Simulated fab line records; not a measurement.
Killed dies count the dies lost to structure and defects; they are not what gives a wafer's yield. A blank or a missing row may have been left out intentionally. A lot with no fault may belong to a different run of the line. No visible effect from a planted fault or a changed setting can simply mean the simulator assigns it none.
What tool caused it? + flow gf180mcu + 18 wafers from 6 lots sampled at 4 of the route's 602 steps

WHAT THE GAUGES SHOWED, per wafer
GF_M2_OVL_MEAS_15.
| lot  | measured     | on         | M2_OVL (nm) |
|------|--------------|------------|-------------|
| L598 | day 19 16:19 | overlay-02 | 1 -4 -1     |
| L600 | day 20 15:43 | overlay-02 | -1 -2 -2    |
| L602 | day 21 08:07 | overlay-02 | -2 2 3      |
| L610 | day 24 00:31 | overlay-01 | -12 -10 -12 |
| L617 | day 26 06:16 | overlay-01 | -7 0 0      |
| L620 | day 27 02:04 | overlay-02 | 5 -7 -6     |

WHAT TOOL EACH LOT RAN ON (gives the tool, then ch and the chambers of the sampled wafers, and finally the start)
| lot  | GF_V1_EXPOSE_11                  | GF_V1_PEB_12                                | GF_M2_SPUTTER_02            |
|------|----------------------------------|---------------------------------------------|-----------------------------|
| L598 | krfScanner-02 ch 0, day 18 02:49 | lithoTrack-01 ch 0, day 18 16:08 or earlier | pvdSputter-04, day 18 16:08 |
| L600 | krfScanner-01 ch 0, day 19 00:59 | lithoTrack-03 ch 0, day 19 15:03 or earlier | pvdSputter-02, day 19 15:03 |
| L602 | krfScanner-01 ch 0, day 19 19:04 | lithoTrack-01 ch 0, day 20 08:11 or earlier | pvdSputter-03, day 20 08:11 |
| L610 | krfScanner-02 ch 0, day 22 13:13 | lithoTrack-03 ch 0, day 23 02:11 or earlier | pvdSputter-03, day 23 02:11 |
| L617 | krfScanner-01 ch 0, day 24 20:41 | lithoTrack-03 ch 0, day 25 08:38 or earlier | pvdSputter-04, day 25 08:38 |
| L620 | krfScanner-01 ch 0, day 25 18:15 | lithoTrack-03 ch 0, day 26 05:29 or earlier | pvdSputter-03, day 26 05:29 |
- GF_V1_EXPOSE_11: exposes mask Via1, target cd 260 nm.
- GF_V1_PEB_12: peb time 92.08 s.
- GF_M2_SPUTTER_02: material AlCu, target thk 450 nm, time 23.9 s.

THE ANSWER, worked out from the rows above alone
Rule: the lots themselves supply what counts as usual. Put in order of their means at a reading, lots are off if they are a third of the lots or fewer, leave a main group of 4 or more, and stand apart from it by a gap of 3 or more times the standard deviation of the main group's means; of several such gaps the widest counts. The tables above print the reading to a certain number of digits; a main group whose means all agree to those digits is not used. A lot without any number at a reading at which 4 lots or more have one is off too. Where the step has rows for the other lots, those lots are counted as sound.
Off: L610, at GF_M2_OVL_MEAS_15 (M2_OVL). For the main group the mean is -1 nm and the standard deviation 1.3.
If a tool, at a process step before that reading, ran all the lots that are off and no sound lot after the first of them, it fits. Those tools and the gauges at GF_M2_OVL_MEAS_15 are tried in the same way. GF_V1_PEB_12 gives no start for some lots, so the hours and the order of its lots are those of GF_M2_SPUTTER_02. One fits: krfScanner-02 at GF_V1_EXPOSE_11. A fault onset in the window from L598 (day 18 02:49, its last sound lot) to L610 (day 22 13:13, its first lot off) fits.

WHAT THE SIMULATOR PUT IN
Process parameter drift: krfScanner-02, from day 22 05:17 on, at GF_V1_EXPOSE_11. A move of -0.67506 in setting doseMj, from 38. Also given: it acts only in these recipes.
Struck lots among those shown: L610. The rule above reached the same finding.
